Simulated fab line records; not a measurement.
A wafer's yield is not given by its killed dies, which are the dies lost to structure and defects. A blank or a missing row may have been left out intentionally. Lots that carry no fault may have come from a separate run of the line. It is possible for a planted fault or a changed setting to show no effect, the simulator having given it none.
fab line records ; flow sky130
[record] lots = 14; wafers = 42; last_day = 50
route steps=708 shown GATE_OXIDE@196
lots with no fault: from the same line, run without faults
start_h: the number of hours between the record's first day and the start of the first shown wafer of the lot ; wait_h: how many hours have passed since the lot's step before this one ; " as in the row above ; L1.1+2: a row that stands for several wafers ; - value missing, or start not given ; * or withheld: withheld ; < > ~ a bound
route shown NAME@n: NAME is a module with steps in the file, n the number in the route of the first one ; usual: the fault-free wafers' mean and standard deviation ; same: alike in all rows ; chamber/n: place in a boat ; sites: the reading at each site ; _std_site: the standard deviation of these ; _edge_site: mean of outer sites minus mean of inner sites ; radius_mm: how far each site lies from the wafer's centre ; mask NAME#n: copy n ; behind: tool/chamber where the wafer was last shaped ; hold: the reason the lot was held/the length of the hold in hours/how it ended ; device: names the non-switching transistor (n, p or np) ; end of line: at the end of the route, the tests of the same wafers ; a step with no rows: only its recipe ; killed: dies lost to structure and defects at the first sort, not the wafer's yield ; map: a wafer's dies, marking killed ones x, the rest . and places with no die _
set.NAME: the run value of the setting; set.NAME@STEP: its run value at that earlier step ; model.NAME: the simulator's own value behind a step, which no gauge read
a sample of lots followed through the steps of the route, with each step as a table and each wafer as a row
[[steps]]
[step SKY_GATE_OXIDE_DEVELOP_09]
[recipe] resist = NOVOLAK; developer = TMAH; develop_time_s = 60; dev_temp_c = 23
[usual] chill_plate_temp_C = 22.96/0.13; develop_time_s = 60/0
lot.wafer;tool;chamber;start_h;wait_h;chill_plate_temp_C;develop_time_s
L389.1;litho_track-01;0;303.45;0.1;22.83;60
L389.2;litho_track-01;0;303.45;0.1;22.90;60
L389.6;litho_track-01;0;303.45;0.1;22.95;60
L390.2;litho_track-04;0;308.28;0.1;23.01;60
L390.3;litho_track-04;0;308.28;0.1;23.02;60
L390.6;litho_track-04;0;308.28;0.1;23.07;60
L392.1;litho_track-02;0;328.58;0.1;22.88;60
L392.3;litho_track-02;0;328.58;0.1;22.90;60
L392.5;litho_track-02;0;328.58;0.1;23.05;60
L393.1;litho_track-01;0;336.30;0.1;22.90;60
L393.5;litho_track-01;0;336.30;0.1;23.04;60
L393.6;litho_track-01;0;336.30;0.1;22.92;60
L395.1;litho_track-01;0;353.85;0.1;23.02;60
L395.2;litho_track-01;0;353.85;0.1;23.17;60
L395.4;litho_track-01;0;353.85;0.1;23.04;60
L396.4;litho_track-01;0;360.87;0.1;23.15;60
L396.5;litho_track-01;0;360.87;0.1;23.15;60
L396.6;litho_track-01;0;360.87;0.1;23.06;60
L399.1;litho_track-04;0;389.35;0.1;22.97;60
L399.2;litho_track-04;0;389.35;0.1;22.95;60
L399.5;litho_track-04;0;389.35;0.1;23.13;60
L400.1;litho_track-04;0;402.20;0.1;23.21;60
L400.2;litho_track-04;0;402.20;0.1;23.10;60
L400.4;litho_track-04;0;402.20;0.1;23.22;60
L403.2;litho_track-04;-;416.98;0.1;-;-
L403.3;litho_track-04;-;416.98;0.1;-;-
L403.6;litho_track-04;-;416.98;0.1;-;-
L404.1;litho_track-01;-;430.75;0.1;-;-
L404.3;litho_track-01;-;430.75;0.1;-;-
L404.5;litho_track-01;-;430.75;0.1;-;-
L408.1;litho_track-01;0;496.80;0.1;22.93;60
L408.2;litho_track-01;0;496.80;0.1;23.04;60
L408.4;litho_track-01;0;496.80;0.1;22.90;60
L409.1;litho_track-01;0;497.70;0.1;22.86;60
L409.2;litho_track-01;0;497.70;0.1;23.02;60
L409.6;litho_track-01;0;497.70;0.1;23.14;60
L411.2;litho_track-02;0;497.90;0.1;22.90;60
L411.4;litho_track-02;0;497.90;0.1;23.03;60
L411.5;litho_track-02;0;497.90;0.1;22.81;60
L410.3;litho_track-04;0;498.00;0.1;22.76;60
L410.4;litho_track-04;0;498.00;0.1;22.88;60
L410.6;litho_track-04;0;498.00;0.1;22.92;60
[[key]]
[first_sign] step = SKY_GATE_OXIDE_DEVELOP_09; reading = tool_record; direction = missing
effect none on later readings
met_at SKY_GATE_OXIDE_DEVELOP_09
struck_lots L403,L404
later_rows_left_out L403.2,L403.3,L403.6,L404.1,L404.3,L404.5
sort_left_out L403.2,L403.3,L403.6,L404.1,L404.3,L404.5
tester_left_out L403,L404
onset_between 402.20 416.98
[fault] kind = skipped_step_whole; tool = litho_track-01,litho_track-04; chamber = -; onset_h = 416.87; steps = SKY_GATE_OXIDE_DEVELOP_09; scope = struck_lots_only
// tester_left_out: of these lots the tester's yield and bins aren't shown, on N5 and GAA mostly nor the transistor test; their killed dies are dies lost to structure and defects alone, not to doping, threshold or leakage, so they don't give the yield
// sort_left_out: the simulated sort isn't trusted on such a fault, so these wafers' sort isn't shown, and their yield isn't known
// later_rows_left_out: the simulator's readings of these wafers behind a module that went badly wrong aren't trusted and aren't shown, but for the sort
